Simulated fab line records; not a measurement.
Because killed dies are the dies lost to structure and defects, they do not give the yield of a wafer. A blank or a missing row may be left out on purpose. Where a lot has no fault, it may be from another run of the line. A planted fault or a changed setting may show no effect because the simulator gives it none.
What tool caused it? -- flow gf180mcu -- 14 lots, 42 wafers sampled, at 5 steps of a route of 602

WHAT THE GAUGES SHOWED, per wafer
GF_LVPWELL_TW_MEAS_11. Usual: for LVPWELL_TW the level is 558 and the standard deviation is 4.6.
lot,measured,on,LVPWELL_TW,flag
L555,day 3 20:46,film_metro-02,558 562 558,
L557,day 4 11:22,film_metro-01,565 566 562,
L558,day 4 14:07,film_metro-04,550 548 551,
L560,day 5 00:56,film_metro-02,559 559 557,
L561,day 5 05:15,film_metro-02,555 557 559,
L562,day 5 13:57,film_metro-02,558 555 559,
L563,day 5 18:30,film_metro-02,556 557 557,
L565,day 6 05:47,film_metro-01,565 564 562,
L566,day 6 10:38,film_metro-02,562 559 564,
L567,day 6 19:36,film_metro-01,564 565 565,
L568,day 7 00:22,film_metro-04,555 557 555,
L569,day 7 05:38,film_metro-04,556 558 555,
L577,day 9 00:20,film_metro-04,557 555 555,
L578,day 9 08:35,film_metro-04,553 553 553,

GF_MVSD_OVL_MEAS_07. Usual: for MVSD_OVL the level is -0.6 nm and the standard deviation is 1.3.
lot,measured,on,MVSD_OVL (nm),flag
L555,day 4 10:23,overlay-02,-1.7 -1.3 -2.0,
L557,day 5 00:28,overlay-02,1.6 0.2 1.5,
L558,day 5 03:52,overlay-02,1.2 0.1 -1.1,
L560,day 5 15:10,overlay-02,-1.0 -0.8 -1.2,
L561,day 5 19:25,overlay-01,-0.5 0.4 0.1,
L562,day 6 04:16,overlay-02,-0.8 0.2 -1.5,
L563,day 6 08:40,overlay-02,-1.9 -1.9 -0.4,
L565,day 6 20:29,overlay-02,0.4 -2.1 0.3,
L566,day 7 02:40,overlay-02,-1.6 -1.3 -2.3,
L567,day 7 10:52,overlay-01,0.5 0.2 -0.6,
L568,day 7 16:05,overlay-01,0.6 -0.1 -0.4,
L569,day 7 21:07,overlay-02,0.1 -1.3 0.5,
L577,day 9 17:31,overlay-01,-1.5 -2.8 -3.1,
L578,day 10 02:37,overlay-01,-1.4 -0.8 -0.9,

GF_MVPSD_TW_MEAS_11. Usual: for MVPSD_TW the level is 552 and the standard deviation is 4.8.
lot,measured,on,MVPSD_TW,flag
L555,day 5 00:37,film_metro-02,548 546 548,
L557,day 5 16:15,film_metro-01,555 557 555,
L558,day 5 19:09,film_metro-01,556 559 557,
L560,day 6 06:26,film_metro-04,547 543 543,
L561,day 6 11:47,film_metro-01,556 559 558,
L562,day 6 19:48,film_metro-04,543 545 547,
L563,day 7 00:06,film_metro-02,559 557 556,
L565,day 7 12:47,film_metro-02,553 554 552,
L566,day 7 19:04,film_metro-04,545 549 547,
L567,day 8 04:16,film_metro-01,554 553 557,
L568,day 8 09:40,film_metro-01,554 555 551,
L569,day 8 14:31,film_metro-02,553 553 550,
L577,day 10 12:08,film_metro-02,541 542 543,
L578,day 10 21:11,film_metro-01,552 553 550,

GF_VT_IMPLANT_RS_MEAS_49: uses a four-point probe to measure. Usual: for MVPSD_RS the level is 1179.1 ohm/sq and the standard deviation is 2.7.
lot,measured,on,MVPSD_RS (ohm/sq),flag
L555,day 7 13:04,film_metro-04,1177.0 1180.6 1180.6,
L557,day 8 07:14,film_metro-01,1182.6 1181.6 1180.5,
L558,day 8 10:51,film_metro-04,1179.8 1182.6 1180.6,
L560,day 8 23:26,film_metro-01,1182.8 1181.1 1179.9,
L561,day 9 05:13,film_metro-02,1176.2 1178.2 1175.1,
L562,day 9 14:37,film_metro-01,1180.7 1174.8 1180.2,
L563,day 9 19:33,film_metro-01,1179.2 1177.5 1176.2,
L565,day 10 08:49,film_metro-02,1178.1 1176.6 1178.2,
L566,day 10 16:41,film_metro-02,1176.1 1177.8 1175.3,
L567,day 11 01:43,film_metro-02,1178.4 1179.7 1180.0,
L568,day 11 08:52,film_metro-02,1176.1 1178.4 1177.4,
L569,day 11 14:46,film_metro-01,1174.8 1178.4 1178.6,
L577,day 13 18:40,film_metro-04,1222.4 1219.0 1222.6,OFF
L578,day 14 04:16,film_metro-02,1218.0 1217.1 1213.7,OFF

WHAT TOOL EACH LOT RAN ON (gives the tool, then ch and the chambers of the sampled wafers, and finally the start)
lot,GF_MVPSD_IMPLANT_09
L555,"implanter-04 ch 0, day 5 00:22"
L557,"implanter-01 ch 0, day 5 16:01"
L558,"implanter-04 ch 0, day 5 18:55"
L560,"implanter-03 ch 0, day 6 06:11"
L561,"implanter-03 ch 0, day 6 11:32"
L562,"implanter-04 ch 0, day 6 19:34"
L563,"implanter-03 ch 0, day 6 23:52"
L565,"implanter-01 ch 0, day 7 12:32"
L566,"implanter-04 ch 0, day 7 18:49"
L567,"implanter-03 ch 0, day 8 04:01"
L568,"implanter-01 ch 0, day 8 09:26"
L569,"implanter-04 ch 0, day 8 14:16"
L577,"implanter-01 ch 0, day 10 11:53"
L578,"implanter-01 ch 0, day 10 20:56"
- GF_MVPSD_IMPLANT_09

WHAT THE TOOLS THEMSELVES READ (means of the sampled wafers that have a number; where no wafer has one, the mark that the record gives instead)
GF_MVPSD_IMPLANT_09. Usual: beam_on_s 10.00 s, standard deviation 0.18; faraday_current_uA 28.2, standard deviation 0.5.
lot,tool,beam_on_s (s),faraday_current_uA,flag
L555,implanter-04,9.98,28.2,
L557,implanter-01,9.93,28.3,
L558,implanter-04,10.01,28.1,
L560,implanter-03,9.94,28.4,
L561,implanter-03,10.21,27.7,
L562,implanter-04,10.08,28.0,
L563,implanter-03,9.94,28.4,
L565,implanter-01,10.14,27.8,
L566,implanter-04,9.97,28.2,
L567,implanter-03,9.96,28.2,
L568,implanter-01,10.04,28.0,
L569,implanter-04,9.78,28.8,
L577,implanter-01,8.45,33.4,OFF
L578,implanter-01,8.34,33.8,OFF

THE ANSWER, worked out from the rows above alone
Rule: a lot is off if the mean of its wafers that have a number lies more than 3 standard deviations from the usual mean. A lot without any number at a reading at which 4 lots or more have one is off too. All remaining lots with rows at the step are treated as sound. Order of review: gauges by route order, followed by the tools' own readings, for which a lot's mean as printed above is used. At the first step where some lot is off, the reading lying furthest off is the one used; lots without a number count as furthest.
Off: L577, L578, at GF_VT_IMPLANT_RS_MEAS_49 (MVPSD_RS).
A tool fits if, at a process step before that reading, it ran every lot that is off, and no sound lot after the first of them. The gauges at GF_VT_IMPLANT_RS_MEAS_49 aren't tried: what is off there is off at GF_MVPSD_IMPLANT_09 too, on other tools, and a gauge's error can't cause that. One candidate fits, namely implanter-01 at GF_MVPSD_IMPLANT_09. A fault onset in the window from L568 (day 8 09:26, its last sound lot) to L577 (day 10 11:53, its first lot off) fits.
The tool's own readings at GF_MVPSD_IMPLANT_09 bear it out: on the lots that are off they differ by more than 5 times the standard deviation of the sound lots' means. beam_on_s reads 8.39 s there against 10.00 s on the sound lots; faraday_current_uA reads 33.6 there against 28.2 on the sound lots.

WHAT HAD BEEN PUT IN BY THE SIMULATOR
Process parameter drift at GF_MVPSD_IMPLANT_09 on implanter-01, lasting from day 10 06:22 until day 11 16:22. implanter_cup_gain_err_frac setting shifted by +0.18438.
Struck lots among those shown: L577, L578. Same finding as the rule above.
